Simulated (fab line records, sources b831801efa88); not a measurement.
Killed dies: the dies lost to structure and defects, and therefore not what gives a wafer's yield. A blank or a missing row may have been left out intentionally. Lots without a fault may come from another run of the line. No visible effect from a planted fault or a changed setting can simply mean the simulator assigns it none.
Problem report, 8D (eight disciplines) form, completed by code | flow gf180mcu | the parts of the form that need people (team, actions taken, sign-off) are left out

## 1. THE ISSUE
V3_CVD_02_THK at GF_V3_THK_MEAS_03 reads a mean of 758 nm on 3 wafers of 2 lots; wafers without a fault read 849 nm with a standard deviation of 12. Relative to the usual mean, that is a shift of -7.6 standard deviations.
Earliest sighting: wafer L770.4 on film_metro-01 at day 27 03:20. At this step, 33 wafers from 11 lots have a number in the record. Rule for "out" (also "out of limits"): further than 4 standard deviations from the usual mean. All remaining wafers that have a number are taken as sound.

## 2. WHAT IT IS, AND WHAT IT ISN'T
question                    | is                     | is not
which readings at this step | V3_CVD_02_THK          | -
which lots                  | L770, L774             | L754, L756, L758, L760, L762, L766, L769, L772, L777
which wafers of those lots  | L770.4, L774.3, L774.6 | L770.5, L770.6, L774.2
read on which gauges        | film_metro-01          | film_metro-03, film_metro-04
when                        | from day 27 03:20      | up to then (23 sound wafers); but 7 sound wafers of L772, L774, L777 came after

## 3. SUSPECTS, AND WHAT RULES EACH OUT
Counting: if a tool at a process step up to the reading ran every lot that is out, it stays a suspect. Sound lots after the first of them don't rule it out here, since some wafers of a struck lot are sound.
- the gauge at GF_V3_THK_MEAS_03 has been ruled out. All the wafers that are out were read on film_metro-01, but those of them that GF_V3_CVD_02 has rows for are out there too, on other tools.
- pecvd-01 at GF_V3_CVD_02 (deposits SiO2 from TEOS, target thk 850 nm, time 94.851 s): kept. It ran every lot that is out, first L770 (day 27 03:16); its last sound lot up to then is L769 (day 26 23:07). Its own readings are out on those wafers: run_length_s.
- Within pecvd-01 at GF_V3_CVD_02: the wafers that are out ran in chamber 2; their sound lot-mates ran in chambers 0, 1.
The count leaves pecvd-01 at GF_V3_CVD_02.

## 4. THE CAUSE (what the simulator had put in)
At GF_V3_CVD_02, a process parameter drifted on pecvd-01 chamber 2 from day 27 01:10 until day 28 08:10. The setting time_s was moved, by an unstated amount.
After counting, this tool was the only one left.

## 5. THE CHAIN OF EFFECTS, in route order
Rows list readings where the struck wafers' mean (over those with a number) sits beyond 3 standard deviations from the usual. Readings are gone through only where the record gives a usual standard deviation; hours: the median, over the lots, of the time from a lot's start at the first step in this table giving one to that lot's start at this step; sigmas: the change measured in usual standard deviations.
hours | step              | reading            | usual   | on struck wafers | change | sigmas
0     | GF_V3_CVD_02      | run_length_s       | 123.0 s | 112.4            | -10.6  | -26
0     | GF_V3_THK_MEAS_03 | V3_CVD_02_THK      | 849 nm  | 758              | -91    | -7.6
3     | GF_V3_CMP_04      | time_to_endpoint_s | 82 s    | 48               | -34    | -6.5
Here are the process steps it includes:
- GF_V3_CVD_02: deposits SiO2 from TEOS, target thk 850 nm, time 94.851 s.
- GF_V3_CMP_04: polishes SiO2.

## 6. HOW IT WOULD HAVE BEEN CAUGHT EARLIER
In this record the first reading out of limits at a measuring or inspecting step was taken at day 27 03:20, 2 hours after the fault began at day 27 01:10.
At GF_V3_CVD_02, the tool's own readings (run_length_s) were out on each struck wafer the step has a row for, so an alarm limit on them would have fired on the first such wafer.
Among the 2 lots that are out, L774 began GF_V3_CVD_02 on pecvd-01 after day 27 03:20. A hold on the tool at that time would have spared it.
